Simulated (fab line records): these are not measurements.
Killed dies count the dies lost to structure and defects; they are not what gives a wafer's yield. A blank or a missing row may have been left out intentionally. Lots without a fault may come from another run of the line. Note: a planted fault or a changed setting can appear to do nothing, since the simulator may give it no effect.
fab line records + flow sky130
record
- lots=11
- wafers=33
- last-day=50
route steps=708 shown LDD_N@246 POLY_CUT@318 CONTACT@411
lots with no fault: from the same line, run without faults
start-h: the number of hours between the record's first day and the start of the first shown wafer of the lot + wait-h: hours from the lot's prior step to this one + " as in the row above + L1.1+2: a single row standing in for several wafers + - either no value or no given start + * or withheld: withheld + < > ~ a bound
route shown NAME@n: NAME is a module with steps in the file, n the number in the route of the first one + usual: mean/standard deviation taken from wafers without a fault + same: alike in all rows + chamber/n: place in a boat + sites: the reading at each site + _std_site: how widely they spread, as a standard deviation + _edge_site: the outer-site mean with the inner-site mean subtracted + radius-mm: for every site, how far away it sits from the centre of the wafer + mask NAME#n: copy n + behind: the last tool/chamber to shape the wafer + hold: cause of the lot's hold/its duration in hours/its outcome + device: whichever transistor did not switch (one of n, p or np) + end of line: tests of these same wafers at the route's end + where a step has no rows: the recipe by itself + killed: not the wafer's yield, but the dies lost to structure and defects at the first sort + map: the dies of a wafer, with x for killed, . for not killed, _ for no die there
set.NAME: the run value of the setting; set.NAME@STEP: its run value at that earlier step + model.NAME: the simulator's own value behind a step, which no gauge read
a sample of lots followed through the steps of the route, with each step as a table and each wafer as a row
services: the hour from which a tool's chamber was out of use, counted from the record's first day as start-h (under 0 if before that day), plus the number of hours and why
## steps
# step SKY_LDD_N_IMPLANT_09
# recipe
- species=As
- energy-kev=20
- dose-cm2=7.5e+13
- tilt-deg=withheld
- rotation-deg=113
# usual
- beam-on-s=10.04/0.21
- dose-ions-cm2=7.501e+13/7.4e+10
- faraday-current-uA=421/8.8
# same
- implant-ion-amu=75
| lot.wafer | tool         | chamber | start-h | wait-h | beam-on-s | dose-ions-cm2 | faraday-current-uA |
|-----------|--------------|---------|---------|--------|-----------|---------------|--------------------|
| L747.3    | implanter-03 | 0       | 406.85  | 0.1    | 10.14     | 7.505e+13     | 418                |
| L747.4    | "            | 0       | "       | "      | 10.11     | 7.516e+13     | 417                |
| L747.6    | "            | 0       | "       | "      | 10.26     | 7.488e+13     | 412                |
| L748.1    | implanter-02 | 0       | 429.79  | 0.1    | 9.80      | 7.504e+13     | 431                |
| L748.2    | "            | 0       | "       | "      | 9.67      | 7.497e+13     | 438                |
| L748.3    | "            | 0       | "       | "      | 9.98      | 7.504e+13     | 425                |
| L752.2    | implanter-03 | 0       | 461.58  | 0.1    | 9.94      | 7.503e+13     | 426                |
| L752.5    | "            | 0       | "       | "      | 9.97      | 7.507e+13     | 424                |
| L752.6    | "            | 0       | "       | "      | 9.82      | 7.502e+13     | 429                |
| L753.2    | implanter-03 | 0       | 475.64  | 0.1    | 15.38     | 1.2983e+14    | 475                |
| L753.4    | "            | 0       | "       | "      | 16.04     | 1.2986e+14    | 458                |
| L753.6    | "            | 0       | "       | "      | 15.47     | 1.2992e+14    | 473                |
| L754.3    | implanter-03 | 0       | 479.94  | 0.1    | 15.59     | 1.2993e+14    | 469                |
| L754.5    | "            | 0       | "       | "      | 15.10     | 1.2983e+14    | 486                |
| L754.6    | "            | 0       | "       | "      | 15.80     | 1.2992e+14    | 463                |
| L755.3    | implanter-03 | 0       | 486.52  | 0.1    | 15.44     | 1.2997e+14    | 474                |
| L755.5    | "            | 0       | "       | "      | 15.11     | 1.3002e+14    | 485                |
| L755.6    | "            | 0       | "       | "      | 15.83     | 1.299e+14     | 462                |
| L765.2    | implanter-03 | 0       | 569.66  | 0.1    | 9.78      | 7.49e+13      | 428                |
| L765.4    | "            | 0       | "       | "      | 10.01     | 7.495e+13     | 422                |
| L765.6    | "            | 0       | "       | "      | 10.31     | 7.506e+13     | 409                |
| L766.2    | implanter-02 | 0       | 574.52  | 0.1    | 9.88      | 7.497e+13     | 428                |
| L766.5    | "            | 0       | "       | "      | 9.53      | 7.498e+13     | 443                |
| L766.6    | "            | 0       | "       | "      | 10.10     | 7.507e+13     | 418                |
| L767.2    | implanter-01 | 0       | 579.69  | 0.1    | 10.10     | 7.495e+13     | 419                |
| L767.5    | "            | 0       | "       | "      | 9.83      | 7.5e+13       | 427                |
| L767.6    | "            | 0       | "       | "      | 10.07     | 7.508e+13     | 419                |
| L768.1    | implanter-03 | 0       | 592.15  | 0.1    | 9.52      | 7.492e+13     | 441                |
| L768.2    | "            | 0       | "       | "      | 10.19     | 7.495e+13     | 413                |
| L768.6    | "            | 0       | "       | "      | 10.22     | 7.504e+13     | 413                |
| L769.1    | implanter-01 | 0       | 602.34  | 0.1    | 10.06     | 7.492e+13     | 420                |
| L769.5    | "            | 0       | "       | "      | 9.75      | 7.499e+13     | 435                |
| L769.6    | "            | 0       | "       | "      | 9.88      | 7.499e+13     | 428                |
# step SKY_LDD_N_STRIP_16
# recipe
- chemistry=O2/N2
- power-w=1400
- pressure-mtorr=1500
- platen-temp-c=withheld
- o2-flow-sccm=3000
- n2-flow-sccm=300
- overash-fraction=0.5
# usual
- drypump-motor-current-A=5.5/0.34
- oes-product-au=0.406/0.0048
- strip-time-to-endpoint-s=4.318/0.015
| lot.wafer | tool            | chamber | start-h | wait-h | drypump-motor-current-A | oes-product-au | rf-hours-counter-h | strip-time-to-endpoint-s |
|-----------|-----------------|---------|---------|--------|-------------------------|----------------|--------------------|--------------------------|
| L747.3    | plasma-asher-03 | 1       | 407.88  | 0.1    | 5.7                     | 0.399          | -                  | 4.317                    |
| L747.4    | "               | 0       | "       | "      | 5.6                     | 0.398          | -                  | 4.325                    |
| L747.6    | "               | 0       | "       | "      | 5.6                     | 0.407          | -                  | 4.311                    |
| L748.1    | plasma-asher-02 | 0       | 430.84  | 0.1    | 6.0                     | 0.413          | 0                  | 4.349                    |
| L748.2    | "               | 1       | "       | "      | 5.4                     | 0.405          | 0                  | 4.312                    |
| L748.3    | "               | 1       | "       | "      | 5.3                     | 0.406          | -                  | 4.327                    |
| L752.2    | plasma-asher-03 | 0       | 462.60  | 0.1    | 5.6                     | 0.404          | 33                 | 4.322                    |
| L752.5    | "               | 1       | "       | "      | 5.7                     | 0.406          | -                  | 4.329                    |
| L752.6    | "               | 0       | "       | "      | 5.6                     | 0.405          | -                  | 4.317                    |
| L753.2    | plasma-asher-01 | 1       | 476.67  | 0.1    | 4.9                     | 0.405          | 66                 | 4.463                    |
| L753.4    | "               | 0       | "       | "      | 5.4                     | 0.416          | -                  | 4.463                    |
| L753.6    | "               | 0       | "       | "      | 5.4                     | 0.401          | -                  | 4.460                    |
| L754.3    | plasma-asher-03 | 0       | 480.97  | 0.1    | 5.6                     | 0.396          | -                  | 4.471                    |
| L754.5    | "               | 1       | "       | "      | 5.7                     | 0.410          | -                  | 4.460                    |
| L754.6    | "               | 0       | "       | "      | 5.6                     | 0.407          | -                  | 4.480                    |
| L755.3    | plasma-asher-03 | 1       | 487.55  | 0.1    | 5.7                     | 0.408          | -                  | 4.474                    |
| L755.5    | "               | 0       | "       | "      | 5.6                     | 0.406          | -                  | 4.450                    |
| L755.6    | "               | 1       | "       | "      | 5.7                     | 0.399          | -                  | 4.466                    |
| L765.2    | plasma-asher-02 | 0       | 570.69  | 0.1    | 6.0                     | 0.405          | 14                 | 4.334                    |
| L765.4    | "               | 0       | "       | "      | 6.0                     | 0.405          | -                  | 4.315                    |
| L765.6    | "               | 1       | "       | "      | 5.3                     | 0.401          | -                  | 4.303                    |
| L766.2    | plasma-asher-01 | 0       | 575.55  | 0.1    | 5.4                     | 0.410          | 76                 | 4.348                    |
| L766.5    | "               | 1       | "       | "      | 4.8                     | 0.403          | -                  | 4.306                    |
| L766.6    | "               | 0       | "       | "      | 5.5                     | 0.400          | -                  | 4.346                    |
| L767.2    | plasma-asher-02 | 1       | 580.72  | 0.1    | 5.3                     | 0.408          | 15                 | 4.290                    |
| L767.5    | "               | 1       | "       | "      | 5.3                     | 0.400          | -                  | 4.300                    |
| L767.6    | "               | 0       | "       | "      | 6.0                     | 0.409          | -                  | 4.296                    |
| L768.1    | plasma-asher-01 | 1       | 593.20  | 0.1    | 4.9                     | 0.403          | 78                 | 4.296                    |
| L768.2    | "               | 0       | "       | "      | 5.4                     | 0.400          | 78                 | 4.328                    |
| L768.6    | "               | 1       | "       | "      | 4.9                     | 0.405          | -                  | 4.297                    |
| L769.1    | plasma-asher-03 | 1       | 603.39  | 0.1    | 5.7                     | 0.404          | 47                 | 4.315                    |
| L769.5    | "               | 0       | "       | "      | 5.6                     | 0.413          | -                  | 4.320                    |
| L769.6    | "               | 1       | "       | "      | 5.7                     | 0.402          | -                  | 4.305                    |
# step SKY_LDD_N_TW_MEAS_17
# usual
- LDD_N_TW=2582/27
| lot.wafer | tool          | chamber | start-h | wait-h | LDD_N_TW |
|-----------|---------------|---------|---------|--------|----------|
| L747.3    | film-metro-03 | -       | 407.97  | 0.1    | 2559     |
| L747.4    | "             | -       | "       | "      | 2542     |
| L747.6    | "             | -       | "       | "      | 2552     |
| L748.1    | film-metro-03 | -       | 430.94  | 0.1    | 2540     |
| L748.2    | "             | -       | "       | "      | 2571     |
| L748.3    | "             | -       | "       | "      | 2570     |
| L752.2    | film-metro-03 | -       | 462.71  | 0.1    | 2568     |
| L752.5    | "             | -       | "       | "      | 2570     |
| L752.6    | "             | -       | "       | "      | 2573     |
| L753.2    | film-metro-02 | -       | 476.78  | 0.1    | 2697     |
| L753.4    | "             | -       | "       | "      | 2676     |
| L753.6    | "             | -       | "       | "      | 2720     |
| L754.3    | film-metro-03 | -       | 481.06  | 0.1    | 2639     |
| L754.5    | "             | -       | "       | "      | 2643     |
| L754.6    | "             | -       | "       | "      | 2644     |
| L755.3    | film-metro-02 | -       | 487.64  | 0.1    | 2699     |
| L755.5    | "             | -       | "       | "      | 2698     |
| L755.6    | "             | -       | "       | "      | 2708     |
| L765.2    | film-metro-04 | -       | 570.80  | 0.1    | 2609     |
| L765.4    | "             | -       | "       | "      | 2598     |
| L765.6    | "             | -       | "       | "      | 2587     |
| L766.2    | film-metro-03 | -       | 575.66  | 0.1    | 2563     |
| L766.5    | "             | -       | "       | "      | 2564     |
| L766.6    | "             | -       | "       | "      | 2569     |
| L767.2    | film-metro-04 | -       | 580.83  | 0.1    | 2607     |
| L767.5    | "             | -       | "       | "      | 2605     |
| L767.6    | "             | -       | "       | "      | 2611     |
| L768.1    | film-metro-03 | -       | 593.30  | 0.1    | 2550     |
| L768.2    | "             | -       | "       | "      | 2547     |
| L768.6    | "             | -       | "       | "      | 2557     |
| L769.1    | film-metro-04 | -       | 603.49  | 0.1    | 2598     |
| L769.5    | "             | -       | "       | "      | 2588     |
| L769.6    | "             | -       | "       | "      | 2600     |
# step SKY_POLY_CUT_ETCH_11
# recipe
- target=Si3N4
- chemistry=CF4/CH2F2/Ar
- stop-on=poly-Si
- source-w=600
- bias-w=150
- pressure-mtorr=40
- cf4-flow-sccm=40
- ch2f2-flow-sccm=20
- Ar_flow_sccm=150
- time-s=42.5
- target-depth-a=600
# usual
- drypump-motor-current-A=5.8/0.45
- oes-product-au=0.827/0.0056
- throttle-valve-pct=14.995/0.0093
| lot.wafer | tool        | chamber | start-h | wait-h | drypump-motor-current-A | oes-product-au | rf-hours-counter-h | throttle-valve-pct |
|-----------|-------------|---------|---------|--------|-------------------------|----------------|--------------------|--------------------|
| L747.3    | rie-diel-03 | 0       | 564.25  | 0.0    | 6.2                     | 0.817          | 13                 | 14.989             |
| L747.4    | "           | 1       | "       | "      | 5.6                     | 0.822          | 10                 | 14.993             |
| L747.6    | "           | 0       | "       | "      | 6.2                     | 0.833          | -                  | 14.993             |
| L748.1    | rie-diel-04 | 3       | 587.68  | 0.0    | 6.1                     | 0.824          | 10                 | 15.009             |
| L748.2    | "           | 0       | "       | "      | 5.1                     | 0.827          | 2                  | 14.984             |
| L748.3    | "           | 2       | "       | "      | 5.1                     | 0.834          | 20                 | 15.007             |
| L752.2    | rie-diel-03 | 0       | 617.33  | 0.0    | 6.2                     | 0.828          | 14                 | 14.990             |
| L752.5    | "           | 1       | "       | "      | 5.6                     | 0.817          | -                  | 15.000             |
| L752.6    | "           | 0       | "       | "      | 6.2                     | 0.827          | -                  | 14.997             |
| L753.2    | rie-diel-01 | 2       | 630.26  | 0.0    | 5.9                     | 0.827          | 10                 | 14.996             |
| L753.4    | "           | 0       | "       | "      | 6.0                     | 0.826          | 1                  | 14.989             |
| L753.6    | "           | 2       | "       | "      | 5.9                     | 0.824          | -                  | 14.987             |
| L754.3    | rie-diel-01 | 0       | 634.40  | 0.0    | 6.0                     | 0.822          | 1                  | 14.998             |
| L754.5    | "           | 1       | "       | "      | 6.0                     | 0.829          | -                  | 15.004             |
| L754.6    | "           | 2       | "       | "      | 5.9                     | 0.826          | -                  | 14.987             |
| L755.3    | rie-diel-01 | 3       | 639.15  | 0.0    | 4.8                     | 0.835          | 13                 | 14.994             |
| L755.5    | "           | 2       | "       | "      | 5.9                     | 0.839          | -                  | 14.991             |
| L755.6    | "           | 1       | "       | "      | 6.1                     | 0.820          | -                  | 14.973             |
| L765.2    | rie-diel-01 | 0       | 717.21  | 0.0    | 6.0                     | 0.828          | 2                  | 14.990             |
| L765.4    | "           | 1       | "       | "      | 6.1                     | 0.831          | -                  | 14.991             |
| L765.6    | "           | 2       | "       | "      | 5.9                     | 0.828          | -                  | 15.014             |
| L766.2    | rie-diel-04 | 0       | 721.16  | 0.0    | 5.1                     | 0.826          | 5                  | 15.002             |
| L766.5    | "           | 2       | "       | "      | 5.1                     | 0.820          | -                  | 14.986             |
| L766.6    | "           | 3       | "       | "      | 6.0                     | 0.835          | -                  | 14.993             |
| L767.2    | rie-diel-01 | 0       | 727.83  | 0.0    | 6.0                     | 0.821          | 3                  | 15.015             |
| L767.5    | "           | 0       | "       | "      | 6.0                     | 0.827          | -                  | 14.997             |
| L767.6    | "           | 1       | "       | "      | 6.1                     | 0.825          | -                  | 15.010             |
| L768.1    | rie-diel-03 | 1       | 737.85  | 0.0    | 5.6                     | 0.832          | 14                 | 15.014             |
| L768.2    | "           | 2       | "       | "      | 6.2                     | 0.833          | 21                 | 14.990             |
| L768.6    | "           | 0       | "       | "      | 6.2                     | 0.819          | -                  | 15.004             |
| L769.1    | rie-diel-03 | 3       | 747.30  | 0.0    | 6.0                     | 0.829          | 18                 | 15.000             |
| L769.5    | "           | 3       | "       | "      | 6.0                     | 0.826          | -                  | 14.994             |
| L769.6    | "           | 2       | "       | "      | 6.2                     | 0.823          | -                  | 14.994             |
# step SKY_CONTACT_BOW_MEAS_05
# recipe
- mode=bow
# usual
- CONTACT_BOW=81/6.3
| lot.wafer | tool          | chamber | start-h | wait-h | CONTACT_BOW[um] |
|-----------|---------------|---------|---------|--------|-----------------|
| L747.3    | film-metro-02 | -       | 715.19  | 0.3    | 94              |
| L747.4    | "             | -       | "       | "      | 83              |
| L747.6    | "             | -       | "       | "      | 70              |
| L748.1    | film-metro-02 | -       | 735.74  | 0.2    | 80              |
| L748.2    | "             | -       | "       | "      | 79              |
| L748.3    | "             | -       | "       | "      | 79              |
| L752.2    | film-metro-02 | -       | 761.90  | 0.2    | 75              |
| L752.5    | "             | -       | "       | "      | 74              |
| L752.6    | "             | -       | "       | "      | 78              |
| L753.2    | film-metro-04 | -       | 774.96  | 0.3    | 87              |
| L753.4    | "             | -       | "       | "      | 79              |
| L753.6    | "             | -       | "       | "      | 84              |
| L754.3    | film-metro-02 | -       | 776.56  | 0.2    | 82              |
| L754.5    | "             | -       | "       | "      | 72              |
| L754.6    | "             | -       | "       | "      | 85              |
| L755.3    | film-metro-02 | -       | 779.73  | 0.3    | 82              |
| L755.5    | "             | -       | "       | "      | 90              |
| L755.6    | "             | -       | "       | "      | 79              |
| L765.2    | film-metro-03 | -       | 854.35  | 0.2    | 83              |
| L765.4    | "             | -       | "       | "      | 83              |
| L765.6    | "             | -       | "       | "      | 86              |
| L766.2    | film-metro-04 | -       | 862.16  | 0.2    | 89              |
| L766.5    | "             | -       | "       | "      | 75              |
| L766.6    | "             | -       | "       | "      | 73              |
| L767.2    | film-metro-02 | -       | 864.03  | 0.2    | 81              |
| L767.5    | "             | -       | "       | "      | 72              |
| L767.6    | "             | -       | "       | "      | 83              |
| L768.1    | film-metro-03 | -       | 873.19  | 0.2    | 91              |
| L768.2    | "             | -       | "       | "      | 81              |
| L768.6    | "             | -       | "       | "      | 87              |
| L769.1    | film-metro-04 | -       | 882.82  | 0.1    | 85              |
| L769.5    | "             | -       | "       | "      | 86              |
| L769.6    | "             | -       | "       | "      | 94              |
# step SKY_CONTACT_STRIP_19
# recipe
- chemistry=O2/N2
- power-w=1400
- pressure-mtorr=1500
- platen-temp-c=withheld
- o2-flow-sccm=3000
- n2-flow-sccm=300
- overash-fraction=0.5
# usual
- drypump-motor-current-A=5.4/0.38
- oes-product-au=0.380/0.0046
- strip-time-to-endpoint-s=3.612/0.024
| lot.wafer | tool            | chamber | start-h | wait-h | drypump-motor-current-A | oes-product-au | rf-hours-counter-h | strip-time-to-endpoint-s |
|-----------|-----------------|---------|---------|--------|-------------------------|----------------|--------------------|--------------------------|
| L747.3    | plasma-asher-01 | 0       | 743.67  | -      | 5.4                     | 0.382          | -                  | 3.615                    |
| L747.4    | "               | 1       | "       | "      | 4.9                     | 0.383          | -                  | 3.662                    |
| L747.6    | "               | 0       | "       | "      | 5.4                     | 0.381          | -                  | 3.630                    |
| L748.1    | plasma-asher-04 | 0       | 764.14  | -      | 5.1                     | 0.375          | 2                  | 3.581                    |
| L748.2    | "               | 1       | "       | "      | 5.4                     | 0.377          | 2                  | 3.613                    |
| L748.3    | "               | 1       | "       | "      | 5.4                     | 0.388          | -                  | 3.621                    |
| L752.2    | plasma-asher-04 | 0       | 789.14  | -      | 5.1                     | 0.376          | 5                  | 3.652                    |
| L752.5    | "               | 0       | "       | "      | 5.1                     | 0.379          | -                  | 3.603                    |
| L752.6    | "               | 1       | "       | "      | 5.3                     | 0.381          | -                  | 3.603                    |
| L753.2    | plasma-asher-01 | 1       | 801.77  | -      | 4.9                     | 0.391          | 97                 | 3.638                    |
| L753.4    | "               | 0       | "       | "      | 5.4                     | 0.377          | -                  | 3.601                    |
| L753.6    | "               | 1       | "       | "      | 4.9                     | 0.377          | -                  | 3.612                    |
| L754.3    | plasma-asher-02 | 1       | 803.25  | -      | 5.4                     | 0.389          | -                  | 3.603                    |
| L754.5    | "               | 1       | "       | "      | 5.4                     | 0.385          | -                  | 3.607                    |
| L754.6    | "               | 0       | "       | "      | 6.0                     | 0.379          | -                  | 3.574                    |
| L755.3    | plasma-asher-01 | 0       | 804.87  | -      | 5.4                     | 0.370          | -                  | 3.618                    |
| L755.5    | "               | 0       | "       | "      | 5.4                     | 0.379          | -                  | 3.616                    |
| L755.6    | "               | 1       | "       | "      | 4.8                     | 0.381          | -                  | 3.616                    |
| L765.2    | plasma-asher-01 | 1       | 880.34  | -      | 4.9                     | 0.383          | 105                | 3.609                    |
| L765.4    | "               | 1       | "       | "      | 4.9                     | 0.376          | -                  | 3.579                    |
| L765.6    | "               | 1       | "       | "      | 4.9                     | 0.382          | -                  | 3.636                    |
| L766.2    | plasma-asher-02 | 0       | 888.59  | -      | 6.0                     | 0.383          | 46                 | 3.624                    |
| L766.5    | "               | 0       | "       | "      | 6.0                     | 0.380          | -                  | 3.610                    |
| L766.6    | "               | 1       | "       | "      | 5.3                     | 0.378          | -                  | 3.625                    |
| L767.2    | plasma-asher-01 | 0       | 890.44  | -      | 5.4                     | 0.383          | 106                | 3.622                    |
| L767.5    | "               | 1       | "       | "      | 4.9                     | 0.382          | -                  | 3.629                    |
| L767.6    | "               | 0       | "       | "      | 5.5                     | 0.378          | -                  | 3.608                    |
| L768.1    | plasma-asher-04 | 1       | 898.89  | -      | 5.4                     | 0.387          | 16                 | 3.612                    |
| L768.2    | "               | 0       | "       | "      | 5.1                     | 0.383          | 16                 | 3.611                    |
| L768.6    | "               | 1       | "       | "      | 5.4                     | 0.382          | -                  | 3.611                    |
| L769.1    | plasma-asher-01 | 0       | 908.54  | -      | 5.4                     | 0.389          | 108                | 3.654                    |
| L769.5    | "               | 1       | "       | "      | 4.9                     | 0.384          | -                  | 3.656                    |
| L769.6    | "               | 0       | "       | "      | 5.4                     | 0.386          | -                  | 3.663                    |
## services
| tool            | chamber | start-h | hours | kind   |
|-----------------|---------|---------|-------|--------|
| plasma-asher-01 | -       | 408.61  | 0.6   | repair |
| plasma-asher-02 | -       | 421.25  | 9.0   | pm     |
| rie-diel-01     | 0       | 433.67  | 7.4   | repair |
| implanter-03    | -       | 448.23  | 2.5   | repair |
| rie-diel-01     | 0       | 455.55  | 8.2   | repair |
| rie-diel-01     | 3       | 486.22  | 7.7   | repair |
| implanter-03    | -       | 489.25  | 5.9   | repair |
| implanter-03    | -       | 539.53  | 0.6   | repair |
| rie-diel-01     | 3       | 543.19  | 5.3   | repair |
| plasma-asher-01 | -       | 598.80  | 4.2   | repair |
| rie-diel-01     | 0       | 616.10  | 10.4  | repair |
| plasma-asher-01 | -       | 629.78  | 0.9   | repair |
| rie-diel-01     | 2       | 663.90  | 16.6  | repair |
| plasma-asher-03 | -       | 664.83  | 2.4   | repair |
| plasma-asher-02 | -       | 664.91  | 2.8   | pm     |
| rie-diel-01     | 0       | 694.52  | 5.6   | repair |
| rie-diel-01     | 3       | 701.86  | 15.4  | repair |
| plasma-asher-01 | -       | 705.47  | 2.8   | pm     |
| plasma-asher-01 | -       | 718.46  | 6.4   | repair |
| implanter-03    | -       | 724.31  | 3.3   | pm     |
| plasma-asher-01 | -       | 752.36  | 7.1   | repair |
| plasma-asher-01 | -       | 773.88  | 0.7   | repair |
| implanter-03    | -       | 856.29  | 1.8   | pm     |
| plasma-asher-01 | -       | 900.52  | 4.5   | repair |
## key
first-sign
- step=SKY_LDD_N_IMPLANT_09
- reading=dose-ions-cm2
- direction=up
- sigmas=99+
- usual=*
- struck=*
effect
- step=SKY_LDD_N_IMPLANT_09
- reading=beam-on-s
- direction=up
- sigmas=26
- usual=10.04
- struck=15.53
effect
- step=SKY_LDD_N_STRIP_16
- reading=strip-time-to-endpoint-s
- direction=up
- sigmas=9.6
- usual=*
- struck=*
effect
- step=SKY_LDD_N_TW_MEAS_17
- reading=LDD_N_TW
- direction=up
- sigmas=3.6
- usual=2582
- struck=2681
met-at SKY_LDD_N_IMPLANT_09
struck-lots L753,L754,L755
tester-left-out L753,L754,L755
not-acting-at SKY_POLY_CUT_ETCH_11,SKY_CONTACT_BOW_MEAS_05,SKY_CONTACT_STRIP_19
onset-between 461.58 475.64
fault
- kind=process-parameter-drift
- tool=implanter-03
- chamber=-
- onset-h=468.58
- steps=SKY_LDD_N_IMPLANT_09
- channel=dose-cm2
- offset=*
- shape=step
- end-h=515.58
- acts-in=*
- stated=*
# tester-left-out: of these lots the tester's yield and bins aren't shown, on N5 and GAA mostly nor the transistor test; their killed dies are dies lost to structure and defects alone, not to doping, threshold or leakage, so they don't give the yield
